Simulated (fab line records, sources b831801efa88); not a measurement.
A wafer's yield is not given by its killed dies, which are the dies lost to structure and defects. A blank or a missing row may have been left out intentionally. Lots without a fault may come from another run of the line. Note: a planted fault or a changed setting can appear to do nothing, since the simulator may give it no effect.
One fault through the eyes of 2 desks ; flow gf180mcu ; each desk holds nothing but its own numbers, with what lay behind them at the end

## THE TOOL OWNER'S DESK: pvd-sputter-02
The tool's own readings at GF_M2_SPUTTER_04 (material TiN, target thk 50 nm, time 41.7 s): means of the sampled wafers that have a number, for each lot that ran on this tool. Any lot whose mean is over 4 standard deviations away from the usual mean is out of limits and marked OUT; that distance is given in the brackets.
Columns: A = throttle-valve-pct at GF_M2_SPUTTER_04, usual 30.3 %
lot;first seen here;A
L110;day 20 10:27;30.3
L114;day 22 02:38;30.6
L115;day 22 10:26;30.4
L118;day 23 07:47;30.2
L125;day 25 18:05;30.6
This desk's finding: nothing out of limits on any of the 5 lots.

## THE METROLOGY DESK
What the gauges read for every lot (on any tool): the sampled wafers with a number, averaged. Any lot whose mean is over 4 standard deviations away from the usual mean is out of limits and marked OUT; that distance is given in the brackets.
Columns: A = M2_ALCU_THK at GF_M2_THK_MEAS_06, usual 441 nm; B = V2_CVD_00_THK at GF_V2_THK_MEAS_01, usual 598 nm; C = V2_CVD_02_THK at GF_V2_THK_MEAS_03, usual 855 nm
lot;first seen here;A;B;C
L104;day 18 01:53;443;594;856
L106;day 19 00:22;434;601;853
L108;day 19 17:22;444;594;853
L109;day 20 07:25;440;606;871
L110;day 20 10:37;438;596;845
L113;day 21 21:01;448;607;865
L114;day 22 02:48;432;598;852
L115;day 22 10:37;436;597;862
L117;day 23 03:59;442;597;856
L118;day 23 07:57;439;590;849
L125;day 25 18:15;454;593;865
L126;day 26 00:34;439;595;847
L127;day 26 08:47;448;603;834
This desk's finding: nothing out of limits on any of the 13 lots.

## PUT TOGETHER
Nothing out of limits was seen by the tool owner's desk.
Nothing out of limits was seen by the metrology desk.

## WHAT THE SIMULATOR HAD PUT IN
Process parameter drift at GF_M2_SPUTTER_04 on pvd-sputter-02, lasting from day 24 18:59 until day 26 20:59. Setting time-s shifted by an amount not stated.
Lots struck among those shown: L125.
